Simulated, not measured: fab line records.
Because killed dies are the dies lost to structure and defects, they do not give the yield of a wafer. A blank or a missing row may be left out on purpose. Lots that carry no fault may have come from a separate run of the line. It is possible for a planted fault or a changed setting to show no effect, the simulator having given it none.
Comparing a struck lot with a sound one || flow gf180mcu || 15 steps out of a route of 602
Sound: the wafers L948.1, L948.3, L948.6. Wafers struck: L958.3, L958.4. The cause is given at the end.
Order at every step that has rows: each side's tool, ch and its chambers, its first start. Under that, the readings that differ: sound wafers || struck wafers || difference of the means || sigmas: that difference in standard deviations of wafers without a fault.
alike: a reading whose means differ by less than 2 such deviations, as well as words and numbers matching on both sides. not compared: withheld readings; readings where some wafer has no value; bounds like >300 that might hide an equal value; numbers whose values overlap and for which the record gives no deviation.
A row with sigmas, a row that says differs or no value, or rows on one side alone: a step with any of these is where the two part. Non-overlapping numbers with no deviation appear without sigmas and do not part them. A reading missing from all wafers of one side parts the sides only when that side holds two or more wafers.

first, 3 steps without rows for these wafers: GF_M2_STRIP_18 (strips in post etch residue remover, time 1200 s); GF_M2_CLEAN_19 (cleans in DIW); GF_V2_CVD_00 (deposits SiO2, target thk 600 nm, time 100 s).
GF_V2_THK_MEAS_01:
  sound on film_metro-02, day 21 04:23; struck on film_metro-01, day 24 12:38
  alike: V2_CVD_00_THK
GF_V2_CVD_02: deposits SiO2 from TEOS, target thk 850 nm, time 94.851 s.
  sound on pecvd-01 ch 0,2, day 21 04:27; struck on pecvd-01 ch 1,2, day 24 12:41
  alike: heater_power_w
GF_V2_THK_MEAS_03:
  sound on film_metro-02, day 21 04:31; struck on film_metro-02, day 24 12:46
  alike: V2_CVD_02_THK
GF_V2_CMP_04: polishes SiO2.
  sound on cmp-01 ch 0,1,2, day 21 04:35; struck on cmp-01 ch 2,3, day 24 12:49
  alike: motor_current_A, time_to_endpoint_s
GF_V2_BOW_MEAS_05:
  sound on film_metro-02, day 21 04:53; struck on film_metro-01, day 24 13:09
  alike: V2_BOW
then, 4 steps without rows for these wafers: GF_V2_DEHYDRATE_06 (time 60 s); GF_V2_HMDS_07 (prime time 60 s); GF_V2_COAT_08; GF_V2_COAT_09 (resist thk 1000 nm).
GF_V2_SOFTBAKE_10: time 60 s.
  sound on litho_track-03 ch 0, day 21 16:00; struck on litho_track-03 ch 0, day 25 00:00
{"reading": "run_length_s (s)", "sound": "89.41 89.25 89.62", "struck": "96.18 96.27", "difference": "+6.80", "sigmas": "+32"}
  alike: resist_line_temp_C
then, 1 step without rows for these wafers: GF_V2_EXPOSE_11 (exposes mask Via2, target cd 260 nm).
GF_PASSIVATION_PROBE_99:
  the record holds rows for the sound wafers here (prober-01, day 30 17:25) but none for the struck ones

WHERE THEY PART
First at GF_V2_SOFTBAKE_10; last, within this record, at GF_PASSIVATION_PROBE_99.

WHY: whatever the simulator had introduced
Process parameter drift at GF_V2_SOFTBAKE_10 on litho_track-03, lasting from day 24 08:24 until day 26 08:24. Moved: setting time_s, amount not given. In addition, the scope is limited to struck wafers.
